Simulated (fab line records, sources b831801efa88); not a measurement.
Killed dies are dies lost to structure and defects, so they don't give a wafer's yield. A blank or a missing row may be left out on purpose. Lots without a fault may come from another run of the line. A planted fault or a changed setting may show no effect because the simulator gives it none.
Chamber matching | flow gf180mcu | GF_SAB_ETCH_11 on rie_diel-01: 4 sister chambers
The step etches SiO2 in C4F8/O2/Ar, target depth 55 nm, time 8.5 s. 14 wafers are shown with their chamber, then 7 later ones without.

WAFERS WITH THEIR CHAMBER
wafer  | chamber | oes_product_au (a.u.) | chamber_pressure_mTorr (mTorr)
L988.2 | 1       | 0.995                 | 40.01
L988.4 | 0       | 1.011                 | 40.03
L988.6 | 0       | 1.013                 | 39.98
L990.1 | 1       | 1.002                 | 40.01
L990.4 | 2       | 1.005                 | 39.97
L990.5 | 2       | 0.996                 | 40.06
L991.1 | 3       | 1.017                 | 40.01
L991.2 | 2       | 1.001                 | 39.97
L991.5 | 0       | 1.005                 | 40.01
L992.1 | 1       | 1.002                 | 40.02
L992.2 | 3       | 1.021                 | 39.95
L992.6 | 3       | 1.017                 | 40.04
L997.3 | 3       | 1.019                 | 39.90
L997.5 | 2       | 0.989                 | 39.95

SIGNATURES (means of the wafers above)
reading                | chamber 0 | chamber 1 | chamber 2 | chamber 3 | scatter within a chamber
oes_product_au         | 1.00967   | 0.99967   | 0.99775   | 1.01850   | 0.0047
chamber_pressure_mTorr | 40.0067   | 40.0133   | 39.9875   | 39.9750   | 0.0451
Rule: a wafer's distance from a chamber is the root of the sum, over the readings, of the square of ((its reading less the chamber's mean) divided by the reading's scatter). The wafer belongs to the nearest chamber; if the next one is less than 2 further off, it can't be placed. The scatter: the root of (the sum of the squares of (reading less its chamber's mean) over the shown wafers, divided by (wafers less chambers)).

WAFERS WITHOUT THEIR CHAMBER
wafer  | oes_product_au (a.u.) | chamber_pressure_mTorr (mTorr)
L997.6 | 1.003                 | 40.02
L107.2 | 1.015                 | 39.99
L107.4 | 1.008                 | 39.97
L107.5 | 0.997                 | 40.00
L108.3 | 0.997                 | 39.93
L108.4 | 1.011                 | 40.06
L108.6 | 1.014                 | 39.98

WHICH CHAMBER EACH WENT THROUGH
wafer  | from the rows above               | in truth
L997.6 | can't be placed: 1 or 2 or 0      | 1
L107.2 | can't be placed: 3 or 0           | 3
L107.4 | can't be placed: 0 or 1 or 2 or 3 | 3
L107.5 | can't be placed: 2 or 1           | 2
L108.3 | can't be placed: 2 or 1 or 0      | 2
L108.4 | can't be placed: 0 or 3 or 1      | 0
L108.6 | can't be placed: 3 or 0           | 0
Placed correctly: 0 of 7. Can't be placed from these rows: 7 (the true chamber is among the candidates in 7). Placed wrongly: 0.
